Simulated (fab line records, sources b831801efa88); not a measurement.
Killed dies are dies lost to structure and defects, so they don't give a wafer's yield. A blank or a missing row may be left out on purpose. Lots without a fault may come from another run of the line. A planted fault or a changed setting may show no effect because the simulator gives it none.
Chamber matching | flow sky130 | SKY_METAL3_ETCH_17 on rie_diel-01: 4 sister chambers
The step etches SiO2 in C4F8/O2/Ar, stops on TiN, time 3.9 s, target depth 15 nm. 4 wafers are shown with their chamber, then 12 later ones without.

WAFERS WITH THEIR CHAMBER
wafer  | chamber | oes_product_au (a.u.)
L081.5 | 2       | 0.743
L086.1 | 1       | 0.759
L086.3 | 0       | 0.748
L086.6 | 3       | 0.755

WAFERS WITHOUT THEIR CHAMBER
wafer  | oes_product_au (a.u.)
L088.2 | 0.740
L088.4 | 0.765
L088.6 | 0.754
L089.4 | 0.764
L089.5 | 0.756
L089.6 | 0.754
L092.1 | 0.738
L092.2 | 0.739
L092.6 | 0.764
L097.2 | 0.742
L097.4 | 0.756
L097.6 | 0.751

WHICH CHAMBER EACH WENT THROUGH
wafer  | from the rows above               | in truth
L088.2 | can't be placed: 2 or 0           | 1
L088.4 | can't be placed: 1 or 3           | 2
L088.6 | can't be placed: 3 or 1 or 0      | 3
L089.4 | can't be placed: 1 or 3           | 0
L089.5 | can't be placed: 3 or 1 or 0      | 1
L089.6 | can't be placed: 3 or 1 or 0      | 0
L092.1 | can't be placed: 2 or 0           | 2
L092.2 | can't be placed: 2 or 0           | 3
L092.6 | can't be placed: 1 or 3           | 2
L097.2 | can't be placed: 2 or 0           | 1
L097.4 | can't be placed: 3 or 1 or 0      | 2
L097.6 | can't be placed: 0 or 3 or 1 or 2 | 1
Placed correctly: 0 of 12. Can't be placed from these rows: 12 (the true chamber is among the candidates in 5). Placed wrongly: 0.
How it was worked out, from the rows above alone: a wafer's distance from a chamber is the root of the sum, over the readings, of the square of ((its reading less the chamber's mean) divided by the reading's scatter). The wafer belongs to the nearest chamber; if the next one is less than 2 further off, it can't be placed. A chamber's mean is the mean of its shown wafers. The scatter: with one shown wafer a chamber, the root of the mean of the squares of how far each hidden wafer lies from its nearest shown one.
